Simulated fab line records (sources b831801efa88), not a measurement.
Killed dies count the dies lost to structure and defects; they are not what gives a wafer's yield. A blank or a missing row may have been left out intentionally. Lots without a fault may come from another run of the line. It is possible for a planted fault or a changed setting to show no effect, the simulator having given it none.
Which tool is to blame?    flow gf180mcu    at 1 step of a route of 602, 12 lots with 36 wafers sampled

## WHAT EACH GAUGE READ, for each wafer
GF_M1_CD_MEAS_14: the cd target is 230 nm.
lot   measured      on         cd_nm (nm)
L075  day 17 02:56  cd_sem-02  229.8 229.1 230.9
L077  day 18 01:04  cd_sem-01  229.6 229.6 230.1
L078  day 18 23:21  cd_sem-02  230.1 230.1 228.0
L081  day 19 16:45  cd_sem-02  228.9 230.6 231.3
L083  day 21 02:40  cd_sem-02  228.3 227.3 228.4
L085  day 21 14:12  cd_sem-01  228.2 229.2 228.0
L088  day 22 12:27  cd_sem-01  230.2 229.9 229.8
L089  day 23 01:36  cd_sem-01  228.7 228.1 228.5
L091  day 23 10:48  cd_sem-01  228.2 229.4 230.1
L093  day 23 23:47  cd_sem-01  230.6 229.7 231.0
L095  day 24 08:28  cd_sem-02  231.4 232.3 232.2
L097  day 24 23:18  cd_sem-02  231.1 231.3 231.0

## WHICH TOOL RAN EACH LOT (tool, then ch and the chambers of the sampled wafers, then the start)
No process step before these readings appears in the record.

## THE ANSWER, worked out from the rows above alone
Rule: the lots themselves supply what counts as usual. Put in order of their means at a reading, lots are off if they are a third of the lots or fewer, leave a main group of 4 or more, and stand apart from it by a gap of 3 or more times the standard deviation of the main group's means; of several such gaps the widest counts. If all means in a main group match to the digits the tables above print for the reading, that group is not used. A lot without any number at a reading at which 4 lots or more have one is off too. Where the step has rows for the other lots, those lots are counted as sound.
No lot is off on any of the readings shown, so nothing can be concluded from this.

## WHAT WAS PUT IN BY THE SIMULATOR
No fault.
